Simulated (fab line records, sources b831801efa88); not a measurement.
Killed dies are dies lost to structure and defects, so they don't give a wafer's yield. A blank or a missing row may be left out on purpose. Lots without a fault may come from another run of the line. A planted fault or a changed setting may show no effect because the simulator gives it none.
fab line records | flow sky130
record lots=12 wafers=36 last_day=50
route steps=708 shown METAL2@502 CAP2M@607 METAL4@629 PAD_OPEN@708
lots that met no fault: from a run of the same line without faults
start_h: hours from the record's first day to the start of the lot's first wafer shown | wait_h: hours since the lot's step before | " the same as in the row above | L1.1+2: a row that stands for several wafers | - no value, or no start given | * or withheld: withheld | < > ~ a bound
route shown NAME@n: a module of which the file shows steps, and the number in the route of the first | usual: mean/standard deviation of fault-free wafers | same: alike in all rows | chamber/n: place in a boat | sites: the reading at each site | _std_site: their standard deviation | _edge_site: outer sites' mean less inner sites' | radius_mm: how far each site lies from the wafer's centre | mask NAME#n: copy n | behind: the tool/chamber that last shaped the wafer | hold: why the lot was held/for how many hours/how that ended | device: the transistor (n, p or np) that didn't switch | end of line: the same wafers' tests at the end of the route | a step without rows: its recipe alone | killed: dies lost to structure and defects at the first sort, not the wafer's yield | map: a wafer's dies, x killed, . not, _ none there
set.NAME: the setting as run; set.NAME@STEP: as run at that earlier step | model.NAME: the simulator's own value behind a step, which no gauge read
steps of the route over a sample of lots; a table a step, a row a wafer
services: from which hour (start_h, from the record's first day; less than 0 if before it) a tool's chamber was out of use, for how many hours, and why
## steps
# step SKY_METAL2_METAL_ETCH_19
# recipe target_depth_a=3600 stop_on=SiO2 over_etch_frac=0.3 time_s=78 chemistry=Cl2/BCl3 resist_sidewall_deg=88 pressure_mtorr=10 icp_w=900 bias_w=48.5 Cl2_flow_sccm=60 bcl3_flow_sccm=30
# usual bias_w=48.51/0.14 drypump_motor_current_A=5.7/0.47 oes_product_au=0.853/0.006 throttle_valve_pct=22.263/0.0089
# columns lot.wafer tool chamber start_h wait_h bias_w drypump_motor_current_A oes_product_au rf_hours_counter_h throttle_valve_pct
L707.3 rie_metal-03 0 820.18 0.1 48.22 5.7 0.861 - 22.263
L707.4 " 1 " " 48.62 5.5 0.849 - 22.262
L707.5 " 0 " " 48.40 5.8 0.852 - 22.268
L708.1 rie_metal-03 0 825.20 0.0 48.52 5.8 0.847 2 22.263
L708.4 " 1 " " 48.72 5.4 0.854 - 22.257
L708.6 " 1 " " 48.40 5.4 0.853 - 22.265
L711.1 rie_metal-01 0 859.22 0.0 48.67 5.1 0.851 11 22.253
L711.4 " 1 " " 48.72 6.3 0.863 - 22.265
L711.5 " 1 " " 48.52 6.3 0.860 - 22.274
L713.1 rie_metal-02 1 860.99 0.0 48.47 6.5 0.841 5 22.260
L713.4 " 0 " " 48.50 5.4 0.859 - 22.282
L713.5 " 1 " " 48.54 6.5 0.846 - 22.246
L714.1 rie_metal-02 1 885.80 0.0 48.45 6.5 0.850 6 22.262
L714.3 " 0 " " 48.49 5.4 0.847 - 22.278
L714.5 " 1 " " 48.37 6.5 0.838 - 22.267
L716.1 rie_metal-03 0 897.99 0.0 48.59 5.7 0.855 4 22.260
L716.2 " 1 " " 48.45 5.5 0.864 2 22.256
L716.3 " 0 " " 48.54 5.8 0.862 - 22.270
L720.2 rie_metal-03 0 919.74 0.0 48.61 5.7 0.847 6 22.258
L720.4 " 0 " " 48.44 5.7 0.852 - 22.262
L720.6 " 1 " " 48.46 5.4 0.857 - 22.277
L724.1 rie_metal-01 0 959.40 0.0 48.45 5.1 0.846 17 22.243
L724.2 " 1 " " 48.68 6.2 0.850 12 22.260
L724.4 " 0 " " 48.53 5.1 0.858 - 22.271
L725.3 rie_metal-02 1 962.17 0.1 48.54 6.5 0.853 - 22.262
L725.5 " 0 " " 48.42 5.4 0.848 - 22.260
L725.6 " 1 " " 48.65 6.5 0.849 - 22.273
L727.3 rie_metal-02 1 968.49 0.1 48.54 6.5 0.872 - 22.264
L727.4 " 0 " " 48.48 5.4 0.855 - 22.269
L727.6 " 0 " " 48.59 5.4 0.852 - 22.262
L728.1 rie_metal-02 1 982.97 0.0 48.55 6.5 0.840 11 22.272
L728.4 " 0 " " 48.39 5.4 0.847 - 22.272
L728.6 " 1 " " 48.14 6.5 0.850 - 22.267
L730.1 rie_metal-03 1 990.64 0.0 48.33 5.5 0.846 7 22.255
L730.2 " 0 " " 48.59 5.7 0.846 9 22.272
L730.4 " 0 " " 48.71 5.7 0.861 - 22.266
# step SKY_CAP2M_THK_MEAS_04
# recipe thk_meas_gauge=xrf reads=TiN_of_CAP2M_SPUTTER_02
# usual CAP2M_TIN_THK=197.3/2.4
# columns lot.wafer tool chamber start_h wait_h CAP2M_TIN_THK[nm]
L707.3 film_metro-02 - 930.57 0.1 198.8
L707.4 " - " " 197.4
L707.5 " - " " 200.2
L708.1 film_metro-04 - 936.49 0.1 198.4
L708.4 " - " " 198.7
L708.6 " - " " 195.5
L711.1 film_metro-02 - 967.59 0.1 195.8
L711.4 " - " " 197.3
L711.5 " - " " 195.1
L713.1 film_metro-04 - 969.11 0.1 200.0
L713.4 " - " " 199.0
L713.5 " - " " 199.4
L714.1 film_metro-01 - 993.24 0.1 195.5
L714.3 " - " " 204.1
L714.5 " - " " 200.8
L716.1 film_metro-02 - 1004.20 0.1 196.4
L716.2 " - " " 197.9
L716.3 " - " " 197.9
L720.2 film_metro-02 - 1023.55 0.1 198.3
L720.4 " - " " 197.2
L720.6 " - " " 197.2
L724.1 film_metro-01 - 1059.44 0.1 198.8
L724.2 " - " " 198.2
L724.4 " - " " 198.3
L725.3 film_metro-04 - 1062.82 0.1 198.0
L725.5 " - " " 201.9
L725.6 " - " " 197.8
L727.3 film_metro-01 - 1067.49 0.1 195.8
L727.4 " - " " 195.4
L727.6 " - " " 195.8
L728.1 film_metro-01 - 1080.87 0.1 195.5
L728.4 " - " " 195.7
L728.6 " - " " 196.2
L730.1 film_metro-01 - 1086.68 0.1 197.2
L730.2 " - " " 199.2
L730.4 " - " " 195.8
# step SKY_METAL4_CD_MEAS_13
# recipe target_cd_nm=300
# usual cd_nm=300.6/1.3
# columns lot.wafer tool chamber start_h wait_h cd_nm
L707.3 cd_sem-01 - 979.58 - 298.5
L707.4 " - " " 297.7
L707.5 " - " " 298.4
L708.1 cd_sem-02 - 986.39 - 300.7
L708.4 " - " " 301.1
L708.6 " - " " 301.4
L711.1 cd_sem-02 - 1016.02 - 300.3
L711.4 " - " " 300.2
L711.5 " - " " 299.6
L713.1 cd_sem-01 - 1017.52 - 299.8
L713.4 " - " " 299.2
L713.5 " - " " 298.8
L714.1 cd_sem-01 - 1039.14 - 299.5
L714.3 " - " " 299.3
L714.5 " - " " 299.5
L716.1 cd_sem-01 - 1049.39 - 299.7
L716.2 " - " " 301.8
L716.3 " - " " 301.2
L720.2 cd_sem-01 - 1067.84 - 301.0
L720.4 " - " " 300.5
L720.6 " - " " 299.9
L724.1 cd_sem-01 - 1101.89 - 301.7
L724.2 " - " " 300.5
L724.4 " - " " 301.8
L725.3 cd_sem-01 - 1105.08 - 297.8
L725.5 " - " " 298.8
L725.6 " - " " 298.0
L727.3 cd_sem-01 - 1109.01 - 300.2
L727.4 " - " " 302.0
L727.6 " - " " 301.1
L728.1 cd_sem-01 - 1122.19 - 301.8
L728.4 " - " " 301.5
L728.6 " - " " 303.2
L730.1 cd_sem-02 - 1127.82 - 302.7
L730.2 " - " " 302.0
L730.4 " - " " 302.6
# step SKY_METAL4_STRIP_19
# recipe chemistry=O2/N2 power_w=1400 pressure_mtorr=1500 platen_temp_c=withheld o2_flow_sccm=3000 n2_flow_sccm=300 overash_fraction=0.5
# usual drypump_motor_current_A=5.6/0.46 oes_product_au=0.505/0.0067 strip_time_to_endpoint_s=6.60/0.12
# columns lot.wafer tool chamber start_h wait_h drypump_motor_current_A oes_product_au rf_hours_counter_h strip_time_to_endpoint_s
L707.3 plasma_asher-01 1 980.05 0.1 5.6 0.508 - 6.69
L707.4 " 0 " " 5.8 0.511 - 6.62
L707.5 " 1 " " 5.6 0.513 - 6.66
L708.1 plasma_asher-01 1 986.87 0.1 5.6 0.508 86 6.64
L708.4 " 0 " " 5.8 0.509 - 6.65
L708.6 " 1 " " 5.7 0.508 - 6.64
L711.1 plasma_asher-01 0 1016.50 0.1 5.8 0.511 89 6.64
L711.4 " 0 " " 5.8 0.511 - 6.63
L711.5 " 1 " " 5.6 0.497 - 6.35
L713.1 plasma_asher-01 1 1018.00 0.1 5.6 0.513 89 6.75
L713.4 " 0 " " 5.8 0.500 - 6.43
L713.5 " 1 " " 5.6 0.510 - 6.69
L714.1 plasma_asher-01 0 1039.63 0.1 5.8 0.513 92 6.55
L714.3 " 1 " " 5.6 0.503 - 6.54
L714.5 " 1 " " 5.6 0.505 - 6.67
L716.1 plasma_asher-04 0 1049.88 0.1 6.4 0.512 66 6.76
L716.2 " 1 " " 4.8 0.502 66 6.64
L716.3 " 1 " " 4.8 0.518 - 6.72
L720.2 plasma_asher-01 0 1068.30 0.1 5.8 0.505 95 6.62
L720.4 " 0 " " 5.8 0.506 - 6.69
L720.6 " 0 " " 5.8 0.504 - 6.62
L724.1 plasma_asher-01 0 1102.38 0.1 5.8 0.506 98 6.79
L724.2 " 1 " " 5.7 0.516 98 6.64
L724.4 " 1 " " 5.7 0.510 - 6.63
L725.3 plasma_asher-02 0 1105.56 0.1 5.2 0.503 - 6.67
L725.5 " 1 " " 5.0 0.508 - 6.64
L725.6 " 0 " " 5.2 0.496 - 6.45
L727.3 plasma_asher-01 0 1109.49 0.1 5.8 0.500 - 6.44
L727.4 " 1 " " 5.7 0.510 - 6.68
L727.6 " 1 " " 5.7 0.501 - 6.66
L728.1 plasma_asher-04 0 1122.68 0.1 6.3 0.500 73 6.54
L728.4 " 1 " " 4.8 0.505 - 6.50
L728.6 " 0 " " 6.4 0.515 - 6.69
L730.1 plasma_asher-04 1 1128.30 0.1 4.8 0.515 73 6.71
L730.2 " 0 " " 6.4 0.514 73 6.69
L730.4 " 0 " " 6.4 0.506 - 6.69
# step SKY_PAD_OPEN_PROBE_99
# usual defect_limited_yield=82.3/2 killed_at_M0_to_M3=45/7.5 killed_at_M4_up=3.2/1.8 killed_at_contacts=24/4.9 killed_at_front_end=15/4.4 killed_at_other=0.3/0.54 killed_dies=87/9.8 killed_open=47/6.4 killed_short=40/6.5 sort_bin_3_pad_short=0.9/0.44 sort_bin_5_function=10.5/1.5 sort_bin_6_memory=6.3/1.2 sort_n_pass=405/9.8 sort_yield_pct=82.3/2
# same gross_dies=492 killed_at_back_side=0 sort_bin_4_leakage[%]=0 sort_bin_8_speed[%]=0
# columns lot.wafer tool chamber start_h wait_h defect_limited_yield[%] killed_at_M0_to_M3 killed_at_M4_up killed_at_contacts killed_at_front_end killed_at_other killed_dies killed_open killed_short sort_bin_3_pad_short[%] sort_bin_5_function[%] sort_bin_6_memory[%] sort_n_pass sort_yield_pct[%]
L713.1 prober-02 - 1110.17 0.1 80.9 39 2 35 18 0 94 46 48 0.6 11.2 7.3 398 80.9
L713.4 prober-02 - 1110.32 0.2 80.9 51 8 21 14 0 94 55 39 1.0 12.2 5.9 398 80.9
L713.5 prober-02 - 1110.37 0.2 83.1 48 2 21 12 0 83 52 31 0.8 9.6 6.5 409 83.1
L720.2 prober-02 - 1153.69 0.1 82.7 45 4 25 11 0 85 53 31 0.8 10.6 5.9 407 82.7
L720.4 prober-02 - 1153.79 0.2 81.7 44 5 24 15 2 90 52 37 0.2 11.2 6.9 402 81.7
L720.6 prober-02 - 1153.89 0.2 79.3 52 8 27 15 0 102 63 39 0.6 14.8 5.3 390 79.3
L727.3 prober-01 - 1189.29 0.2 76.6 84 2 22 7 0 115 41 20 2.2 15.0 6.1 377 76.6
L727.4 prober-01 - 1189.34 0.2 75.8 83 2 21 12 1 119 42 30 2.4 15.9 5.9 373 75.8
L727.6 prober-01 - 1189.44 0.2 74.4 89 2 21 14 0 126 45 40 3.0 14.8 7.7 366 74.4
L728.1 prober-01 - 1198.36 0.1 70.9 112 3 20 8 0 143 45 41 3.0 18.7 7.3 349 70.9
L728.4 prober-01 - 1198.51 0.2 77.4 81 1 19 9 1 111 30 41 2.8 13.8 5.9 381 77.4
L728.6 prober-01 - 1198.61 0.2 72.4 105 3 18 10 0 136 34 41 3.9 16.7 7.1 356 72.4
# killed by level:class
L713.1 CONTACT:geometric_particle:open=13 LOCAL_INTERCONNECT:geometric_particle:short=9 LI_CONTACT:geometric_particle:open=8 VIA1:geometric_particle:open=8 VIA1:geometric_particle:short=8 VIA3:geometric_particle:open=7 FIELD_ISO:geometric_particle:short=6 POLY_GATE:geometric_particle:open=4
L713.4 VIA3:geometric_particle:open=11 CONTACT:geometric_particle:open=11 VIA1:geometric_particle:open=9 FIELD_ISO:geometric_particle:short=6 LI_CONTACT:geometric_particle:open=6 VIA2:geometric_particle:short=6 METAL1:geometric_particle:short=6 VIA2:geometric_particle:open=6
L713.5 LI_CONTACT:geometric_particle:open=10 VIA3:geometric_particle:open=9 VIA2:geometric_particle:open=8 VIA1:geometric_particle:open=7 METAL2:geometric_particle:short=6 CONTACT:geometric_particle:open=6 VIA1:geometric_particle:short=4 METAL2:geometric_particle:open=4
L720.2 LI_CONTACT:geometric_particle:open=11 VIA1:geometric_particle:open=10 CONTACT:geometric_particle:open=8 METAL1:geometric_particle:short=6 VIA3:geometric_particle:open=6 METAL2:geometric_particle:short=5 METAL1:geometric_particle:open=4 POLY_GATE:geometric_particle:open=3
L720.4 VIA3:geometric_particle:open=10 CONTACT:geometric_particle:open=9 VIA1:geometric_particle:open=7 POLY_GATE:geometric_particle:open=6 LOCAL_INTERCONNECT:geometric_particle:short=6 VIA2:geometric_particle:open=6 METAL2:geometric_particle:short=5 LI_CONTACT:geometric_particle:open=4
L720.6 VIA1:geometric_particle:open=15 VIA2:geometric_particle:open=11 CONTACT:geometric_particle:open=10 FIELD_ISO:geometric_particle:open=7 LI_CONTACT:geometric_particle:open=6 METAL4:geometric_particle:short=6 FIELD_ISO:geometric_particle:short=4 METAL1:geometric_particle:short=4
L727.3 METAL2:unspecified=54 CONTACT:geometric_particle:open=10 VIA1:geometric_particle:open=8 CONTACT:geometric_particle:short=5 VIA2:geometric_particle:open=5 VIA1:geometric_particle:short=4 LI_CONTACT:geometric_particle:open=4 POLY_GATE:geometric_particle:open=3
L727.4 METAL2:unspecified=47 VIA1:geometric_particle:open=9 CONTACT:geometric_particle:short=6 CONTACT:geometric_particle:open=6 VIA2:geometric_particle:open=6 LOCAL_INTERCONNECT:geometric_particle:short=5 VIA3:geometric_particle:open=4 FIELD_ISO:geometric_particle:open=3
L727.6 METAL2:unspecified=41 VIA1:geometric_particle:open=12 VIA1:geometric_particle:short=8 VIA2:geometric_particle:open=7 VIA3:geometric_particle:open=7 LI_CONTACT:geometric_particle:open=5 METAL1:geometric_particle:short=5 METAL2:geometric_particle:short=4
L728.1 METAL2:unspecified=57 METAL2:geometric_particle:short=10 VIA2:geometric_particle:open=9 VIA3:geometric_particle:open=9 CONTACT:geometric_particle:open=8 VIA1:geometric_particle:open=8 LI_CONTACT:geometric_particle:open=6 VIA1:geometric_particle:short=6
L728.4 METAL2:unspecified=40 LI_CONTACT:geometric_particle:open=7 CONTACT:geometric_particle:open=7 VIA1:geometric_particle:open=7 FIELD_ISO:geometric_particle:short=6 VIA1:geometric_particle:short=6 VIA2:geometric_particle:short=6 METAL2:geometric_particle:short=5
L728.6 METAL2:unspecified=61 METAL2:geometric_particle:short=7 CONTACT:geometric_particle:open=7 VIA2:geometric_particle:open=6 LI_CONTACT:geometric_particle:open=5 VIA1:geometric_particle:short=5 VIA1:geometric_particle:open=5 METAL1:geometric_particle:short=4
## services
# columns tool chamber start_h hours kind
rie_metal-03 1 802.20 - clean
rie_metal-03 1 802.20 16.0 scheduled_down
rie_metal-03 1 802.20 16.0 vent_cycle
plasma_asher-01 - 813.14 0.8 repair
plasma_asher-02 - 816.41 42.7 repair
rie_metal-02 - 819.62 28.1 pm
rie_metal-03 - 849.98 1.0 repair
rie_metal-03 - 874.15 14.6 pm
plasma_asher-04 - 890.45 4.6 repair
rie_metal-03 - 892.46 1.4 pm
plasma_asher-02 - 894.53 23.4 repair
rie_metal-01 0 962.68 7.9 repair
plasma_asher-01 - 964.50 1.1 repair
plasma_asher-04 - 981.31 8.4 pm
rie_metal-01 - 1003.06 2.8 pm
plasma_asher-02 - 1016.98 9.5 repair
rie_metal-01 0 1017.56 19.1 repair
plasma_asher-02 - 1077.56 1.5 repair
plasma_asher-04 - 1098.30 3.9 repair
## key
first_sign step=SKY_PAD_OPEN_PROBE_99 reading=killed_at_M0_to_M3 direction=up sigmas=6.4 usual=45 struck=92
effect step=SKY_PAD_OPEN_PROBE_99 reading=sort_bin_3_pad_short direction=up sigmas=4.6 usual=0.9 struck=2.9
met_at SKY_METAL2_METAL_ETCH_19
struck_lots L727,L728
not_acting_at SKY_CAP2M_THK_MEAS_04,SKY_METAL4_CD_MEAS_13,SKY_METAL4_STRIP_19
onset_between 962.17 968.49
fault kind=chamber_particle_source tool=rie_metal-02 chamber=- onset_h=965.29 steps=SKY_METAL2_METAL_ETCH_19 rate_per_visit_cm2=0.89877 end_h=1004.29
